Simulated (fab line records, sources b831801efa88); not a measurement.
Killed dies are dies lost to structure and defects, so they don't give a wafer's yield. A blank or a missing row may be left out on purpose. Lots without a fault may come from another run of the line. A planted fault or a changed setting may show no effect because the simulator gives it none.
One fault seen from 2 desks | flow sky130 | each desk has only its own numbers; what lay behind them comes last

THE METROLOGY DESK
What the gauges read, lot by lot, whatever tool the lot ran on: means of the sampled wafers that have a number. A lot is out of limits, marked OUT, if its mean lies more than 4 standard deviations from the usual mean; the brackets give that distance.
Columns: A = CONTACT_W_RS at SKY_CONTACT_RS_MEAS_25, usual 0.338 ohm/sq; B = CONTACT_W_THK at SKY_CONTACT_THK_MEAS_26, usual 327 nm; C = cd_nm at SKY_VIA1_CD_MEAS_12, usual 150.0 nm
lot  | first seen here | A                | B              | C
L491 | day 32 07:29    | 0.329            | 334            | 149.8
L492 | day 32 08:17    | 0.345            | 321            | 149.4
L493 | day 32 20:17    | 0.335            | 328            | 148.9
L497 | day 35 04:13    | 0.337            | 327            | 148.9
L499 | day 35 06:29    | 0.337            | 328            | 152.1
L501 | day 35 11:38    | 0.341            | 325            | 150.3
L502 | day 35 20:35    | 0.331            | 335            | 149.5
L503 | day 36 05:55    | 0.337            | 330            | 148.0
L504 | day 36 16:16    | 0.343            | 323            | 150.4
L505 | day 36 16:43    | 0.381 (+8.5) OUT | 301 (-5.1) OUT | 150.8
L507 | day 37 02:38    | 0.428 (+18) OUT  | 268 (-12) OUT  | 149.8
This desk's finding: out of limits on L505, L507; first on L505, day 36 16:43 (CONTACT_W_RS at SKY_CONTACT_RS_MEAS_25). In limits: L491, L492, L493, L497, L499, L501, L502, L503, L504.

THE TOOL OWNER'S DESK: cvd_w-02
The tool's own readings at SKY_CONTACT_CVD_24 (deposits W, target thk 340 nm, time 102.12 s): means of the sampled wafers that have a number, for each lot that ran on this tool. A lot is out of limits, marked OUT, if its mean lies more than 4 standard deviations from the usual mean; the brackets give that distance.
Columns: A = heater_power_w at SKY_CONTACT_CVD_24, usual 876 W
lot  | first seen here | A
L491 | day 32 07:21    | 838
L493 | day 32 20:11    | 875
L497 | day 35 04:06    | 883
L499 | day 35 06:23    | 866
L501 | day 35 11:30    | 794
L502 | day 35 20:29    | 843
L505 | day 36 16:37    | 888
L507 | day 37 02:31    | 841
This desk's finding: nothing out of limits on any of the 8 lots.

PUT TOGETHER
The metrology desk could have raised an alarm at day 36 16:43, on L505, L507.
The tool owner's desk saw nothing out of limits.
The tool owner's desk has L505, L507 on record, within its limits.
Of the lots named, all ran SKY_CONTACT_CVD_24 on cvd_w-02.

WHAT THE SIMULATOR HAD PUT IN
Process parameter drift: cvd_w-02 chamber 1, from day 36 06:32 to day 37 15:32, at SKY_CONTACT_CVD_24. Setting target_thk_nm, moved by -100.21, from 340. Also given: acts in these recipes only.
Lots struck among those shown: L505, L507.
Hours from the fault's start to each desk's first reading out of limits: the metrology desk, 10.
